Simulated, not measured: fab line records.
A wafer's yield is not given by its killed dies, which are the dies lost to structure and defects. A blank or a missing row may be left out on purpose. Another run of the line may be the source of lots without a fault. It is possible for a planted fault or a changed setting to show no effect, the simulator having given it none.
Problem report, 8D (eight disciplines) form, completed by code | flow gf180mcu | the parts of the form that need people (team, actions taken, sign-off) are left out

1. WHAT IS WRONG
Mean of oesProductAu at GF_M5_ETCH_09: 0.712 a.u. across 3 wafers in 2 lots; on wafers with no fault it is 1.000 a.u. (standard deviation 0.0094). That puts it -31 standard deviations away from the usual mean.
The step: etches Si3N4 in CF4/O2, target depth 52 nm, time 11.6 s.
Seen first at day 30 12:55 on rieDiel-04, wafer L858.3. The record holds 18 wafers of 6 lots with a number at this step. The rule behind "out" and "out of limits": a value lying over 4 standard deviations away from the usual mean. All remaining wafers that have a number are taken as sound.

2. WHAT THIS IS AND IS NOT
question                    | is                             | is not
which readings at this step | oesProductAu, throttleValvePct | O2_flow_sccm, drypumpMotorCurrentA
which lots                  | L858, L861                     | L846, L852, L863, L866
which wafers of those lots  | L858.3, L861.3, L861.5         | L858.5, L858.6, L861.6
read on which tools         | rieDiel-04                     | rieDiel-02
when                        | from day 30 12:55              | up to then (8 sound wafers); but 7 sound wafers of L861, L863, L866 came after

3. THE SUSPECTS, EACH WITH WHAT RULES IT OUT
Counting: a tool at a process step up to the reading stays a suspect if it ran every lot that is out. Sound lots after the first of them don't rule it out here, since some wafers of a struck lot are sound.
- plasmaAsher-02 at GF_MIM_STRIP_20 (strips in O2/N2): kept. It ran every lot that is out, first L858 (day 29 18:39).
- rieDiel-04 at GF_M5_ETCH_09 (etches Si3N4 in CF4/O2, target depth 52 nm, time 11.6 s): kept. It ran every lot that is out, first L858 (day 30 12:55); its last sound lot up to then is L846 (day 26 03:23). Out on those wafers are its own readings of oesProductAu, throttleValvePct.
- Within rieDiel-04 at GF_M5_ETCH_09: the wafers that are out ran in chamber 1; their sound lot-mates ran in chambers 0, 2, 3.
What counting leaves: plasmaAsher-02 at GF_MIM_STRIP_20 and rieDiel-04 at GF_M5_ETCH_09.

4. THE CAUSE (what the simulator had put in)
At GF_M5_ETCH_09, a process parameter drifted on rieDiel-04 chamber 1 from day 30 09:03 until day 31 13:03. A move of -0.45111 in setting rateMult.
This tool is one of the 2 suspects left after counting.

5. THE EFFECT CHAIN, in route order
Rows list readings where the struck wafers' mean (over those with a number) sits beyond 3 standard deviations from the usual. Only readings whose record carries a usual standard deviation are examined. hours: median over the lots of the time between each lot's start at the first step of this table that gives one and its start at this step. sigmas: the change, counted in usual standard deviations.
hours | step           | reading              | usual      | on struck wafers | change | sigmas
0     | GF_M5_ETCH_09  | oesProductAu         | 1.000 a.u. | 0.712            | -0.288 | -31
0     | GF_M5_ETCH_09  | throttleValvePct     | 5.971 %    | 5.892            | -0.079 | -8.1
0     | GF_M5_STRIP_11 | stripTimeToEndpointS | 7.03 s     | 7.19             | +0.16  | +3.1
Process steps it contains:
- GF_M5_ETCH_09: etches Si3N4 in CF4/O2, target depth 52 nm, time 11.6 s.
- GF_M5_STRIP_11: strips in O2/N2.

6. HOW IT WOULD HAVE BEEN CAUGHT EARLIER
First out-of-limits reading in this record: day 30 12:55, which is 4 hours after fault onset at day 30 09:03.
